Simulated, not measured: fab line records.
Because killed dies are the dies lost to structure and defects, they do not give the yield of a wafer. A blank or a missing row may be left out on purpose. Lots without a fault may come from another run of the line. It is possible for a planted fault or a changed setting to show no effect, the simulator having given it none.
A struck lot beside a sound one -- flow sky130 -- 43 steps out of a route of 708
Sound: the wafers L802.2, L802.3, L802.4. The struck wafers were L812.1, L812.3, L812.4. Last of all comes the cause.
Per side, at each step with rows, come the tool, then ch with its chambers, and then its first start. Under that, the readings that differ: sound wafers -- struck wafers -- difference of the means -- sigmas: that difference in standard deviations of wafers without a fault.
alike: same words and numbers on both sides, and readings whose means sit less than 2 such deviations apart. not compared: any withheld reading, any reading some wafer has no value for, any bound like >300 that may hide the same value, and any number with overlapping values for which the record gives no deviation.
Wherever a step has rows on one side only, a row that says differs or no value, or a row with sigmas, the two part there. Numbers that have no deviation but don't overlap get no sigmas and don't part them. A reading that every wafer of one side lacks parts them only if that side has two wafers or more.

first, 5 steps without rows for these wafers: SKY_VIA4_COAT_06 (resist thk 1140 nm); SKY_VIA4_SOFTBAKE_07 (time 60 s); SKY_VIA4_EXPOSE_08 (exposes mask VIM4, target cd 800 nm); SKY_VIA4_PEB_09; SKY_VIA4_DEVELOP_10 (develop time 60 s).
SKY_VIA4_OVL_MEAS_11:
  sound on overlay-02 at day 43 20:56; struck on overlay-01 at day 47 05:20
  alike: VIA4_OVL
SKY_VIA4_ETCH_12: etches SiO2 in C4F8/O2/Ar, stops on TiN, target depth 580 nm.
  sound on rie_diel-02 ch 0,1,2, day 43 20:58; struck on rie_diel-03 ch 1,2,3, day 47 05:23
  alike: oes_product_au
then, 5 steps without rows for these wafers: SKY_VIA4_STRIP_13 (strips in O2/N2); SKY_VIA4_STRIP_14 (strips in post etch residue remover, time 1200 s); SKY_VIA4_CLEAN_15 (cleans in IPA, time 180 s); SKY_VIA4_CLEAN_16 (cleans in O3/DIW); SKY_VIA4_SPUTTER_17 (material TiN, target thk 20 nm, time 80 s).
SKY_VIA4_CVD_18: deposits W, target thk 505 nm, time 152.14 s.
  sound on cvd_w-02 ch 0,1, day 43 21:44; struck on cvd_w-01 ch 0,1, day 47 06:06
  alike: heater_power_w
SKY_VIA4_RS_MEAS_19: measures by four-point-probe.
  sound on film_metro-01 at day 43 21:55; struck on film_metro-02 at day 47 06:15
  alike: VIA4_W_RS
SKY_VIA4_THK_MEAS_20: measures by xrf.
  sound on film_metro-01 at day 43 22:01; struck on film_metro-02 at day 47 06:22
reading,sound,struck,difference,sigmas
VIA4_W_THK (nm),502 493 493,518 519 510,+20,+3
then, 3 steps without rows for these wafers: SKY_VIA4_CMP_21 (polishes, stops on SiO2, t overpolish 25 s, target thk 0 nm); SKY_METAL5_SPUTTER_00 (material Ti, target thk 15 nm, time 10 s); SKY_METAL5_SPUTTER_01 (material TiN, target thk 20 nm, time 16.7 s).
SKY_METAL5_SPUTTER_02: material AlCu, target thk 1150 nm, time 61.2 s.
  sound on pvd_sputter-02 at day 43 22:25; struck on pvd_sputter-01 at day 47 06:47
  alike: throttle_valve_pct
then, 2 steps without rows for these wafers: SKY_METAL5_SPUTTER_03 (material Ti, target thk 5 nm, time 3.3 s); SKY_METAL5_SPUTTER_04 (material TiN, target thk 70 nm, time 58.3 s).
SKY_METAL5_RS_MEAS_05: measures by four-point-probe.
  sound on film_metro-01 at day 43 22:33; struck on film_metro-01 at day 47 06:54
  alike: METAL5_ALCU_RS
SKY_METAL5_THK_MEAS_06: measures by xrf.
  sound on film_metro-01 at day 43 22:40; struck on film_metro-01 at day 47 07:01
  alike: METAL5_ALCU_THK
then, 7 steps without rows for these wafers: SKY_METAL5_DEHYDRATE_07 (time 60 s); SKY_METAL5_HMDS_08 (prime time 60 s); SKY_METAL5_COAT_09 (resist thk 1800 nm); SKY_METAL5_SOFTBAKE_10 (time 60 s); SKY_METAL5_EXPOSE_11 (exposes mask MM5, target cd 1600 nm); SKY_METAL5_PEB_12; SKY_METAL5_DEVELOP_13 (develop time 60 s).
SKY_METAL5_DESCUM_14: chemistry O2, time 11 s.
  sound on rie_metal-02 ch 0,1, day 44 20:44; struck on rie_metal-03 ch 0,1, day 48 02:36
reading,sound,struck,difference,sigmas
oes_product_au (a.u.),1.008 1.007 1.008,1.014 1.021 1.032,+0.015,+2
  alike: drypump_motor_current_A
  not compared: rf_hours_counter_h
SKY_METAL5_METAL_ETCH_15: etches the open film in Cl2/BCl3, stops on SiO2, target depth 1260 nm, time 252 s.
  sound on rie_metal-02 ch 0,1, day 44 20:46; struck on rie_metal-03 ch 0,1, day 48 02:38
  alike: drypump_motor_current_A, oes_product_au, throttle_valve_pct
  not compared: rf_hours_counter_h
SKY_METAL5_STRIP_16: strips in O2/N2.
  sound on plasma_asher-02 ch 0,1, day 44 21:00; struck on plasma_asher-04 ch 0,1, day 48 02:52
  alike: drypump_motor_current_A, n2_flow_sccm, oes_product_au, strip_time_to_endpoint_s
  not compared: rf_hours_counter_h
then, 4 steps without rows for these wafers: SKY_METAL5_STRIP_17 (strips in post etch residue remover, time 1200 s); SKY_METAL5_CLEAN_18 (cleans in IPA, time 180 s); SKY_METAL5_CLEAN_19 (cleans in O3/DIW); SKY_PASSIVATION_CVD_00 (deposits SiO2, target thk 90 nm).
SKY_PASSIVATION_THK_MEAS_01:
  sound on film_metro-02 at day 44 21:37; struck on film_metro-01 at day 48 03:31
  alike: PASSIVATION_CVD_00_THK
then, 1 step without rows for these wafers: SKY_PASSIVATION_CVD_02 (deposits Si3N4, target thk 540 nm).
SKY_PASSIVATION_THK_MEAS_03:
  sound on film_metro-01 at day 44 21:55; struck on film_metro-04 at day 48 03:48
  alike: PASSIVATION_CVD_02_THK
then, 2 steps without rows for these wafers: SKY_PASSIVATION_DEHYDRATE_04 (time 60 s); SKY_PASSIVATION_HMDS_05 (prime time 60 s).
SKY_PAD_OPEN_PROBE_99:
  only the struck wafers here have rows in the record (prober-02, day 49 18:25); the sound ones have none

WHERE THEY PART
First at SKY_VIA4_THK_MEAS_20; last, within this record, at SKY_PAD_OPEN_PROBE_99.

WHY: what had been put in by the simulator
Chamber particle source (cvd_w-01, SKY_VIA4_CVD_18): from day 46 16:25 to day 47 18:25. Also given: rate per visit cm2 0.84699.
